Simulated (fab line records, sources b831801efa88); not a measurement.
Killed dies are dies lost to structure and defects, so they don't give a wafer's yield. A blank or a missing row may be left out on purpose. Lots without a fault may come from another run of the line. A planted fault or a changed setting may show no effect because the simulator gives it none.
Problem report in the 8D (eight disciplines) form, filled by code | flow sfq_line | the parts of the form that need people (team, actions taken, sign-off) are left out

1. THE PROBLEM
heater_power_total_W at SFQ_TRILAYER_M6_LITHO_PEB_162 reads a mean of 81.98 W on 4 wafers of 3 lots; wafers without a fault read 79.15 W with a standard deviation of 0.063. That is +45 standard deviations from the usual mean.
The step: peb time 60 s.
First seen on wafer L884.3, day 62 21:53, on litho_track-04. The record holds 19 wafers of 7 lots with a number at this step. Rule for "out", or "out of limits": more than 4 standard deviations from the usual mean. The other wafers with a number count as sound.

2. WHAT IT IS AND WHAT IT IS NOT
question                    | is                             | is not
which readings at this step | heater_power_total_W           | -
which lots                  | L884, L886, L887               | L875, L877, L891, L892
which wafers of those lots  | L884.3, L884.5, L886.3, L887.5 | L886.2, L886.6, L887.6
read on which tools         | litho_track-04                 | litho_track-02, litho_track-03
when                        | from day 62 21:53              | up to then (6 sound wafers); but 9 sound wafers of L886, L887, L891, L892 came after

3. SUSPECTS, AND WHAT RULES EACH OUT
Counting: a tool at a process step up to the reading stays a suspect if it ran every lot that is out. Sound lots after the first of them don't rule it out here, since some wafers of a struck lot are sound.
- pvd_sputter-05 at SFQ_TRILAYER_M6_DEP_SPUTTER_157 (material Nb, target thk 200 nm, time 133.3 s): kept. It ran every lot that is out, first L884 (day 61 18:58).
- litho_track-04 at SFQ_TRILAYER_M6_LITHO_PEB_162 (peb time 60 s): kept. It ran every lot that is out, first L884 (day 62 21:53); its last sound lot up to then is L875 (day 60 11:41). Its own readings are out on those wafers: heater_power_total_W.
Left after counting: pvd_sputter-05 at SFQ_TRILAYER_M6_DEP_SPUTTER_157, litho_track-04 at SFQ_TRILAYER_M6_LITHO_PEB_162.

4. THE CAUSE (what the simulator had put in)
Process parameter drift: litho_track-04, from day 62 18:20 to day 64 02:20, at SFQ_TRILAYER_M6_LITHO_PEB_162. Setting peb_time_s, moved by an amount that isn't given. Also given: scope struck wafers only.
Counting left 2 suspects, and this tool is among them.

5. THE CHAIN OF EFFECTS, in route order
Each row: a reading whose mean over the struck wafers that have a number lies more than 3 standard deviations from the usual. Only readings for which the record gives a usual standard deviation are gone through. hours: the time from each lot's start at the first step in this table that gives one to its start at this step, as a median over the lots. sigmas: the change in usual standard deviations.
hours | step                          | reading              | usual   | on struck wafers | change | sigmas
0     | SFQ_TRILAYER_M6_LITHO_PEB_162 | heater_power_total_W | 79.15 W | 81.98            | +2.83  | +45
The process steps in it:
- SFQ_TRILAYER_M6_LITHO_PEB_162: peb time 60 s.
Later measuring or inspecting steps at which every struck wafer that the step has a row for has a number for every such reading, and none has moved that far: SFQ_M6_OVL_MEAS_940.

6. WHAT WOULD HAVE CAUGHT IT SOONER
In this record the first reading out of limits was taken at day 62 21:53, 4 hours after the fault began at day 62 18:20.
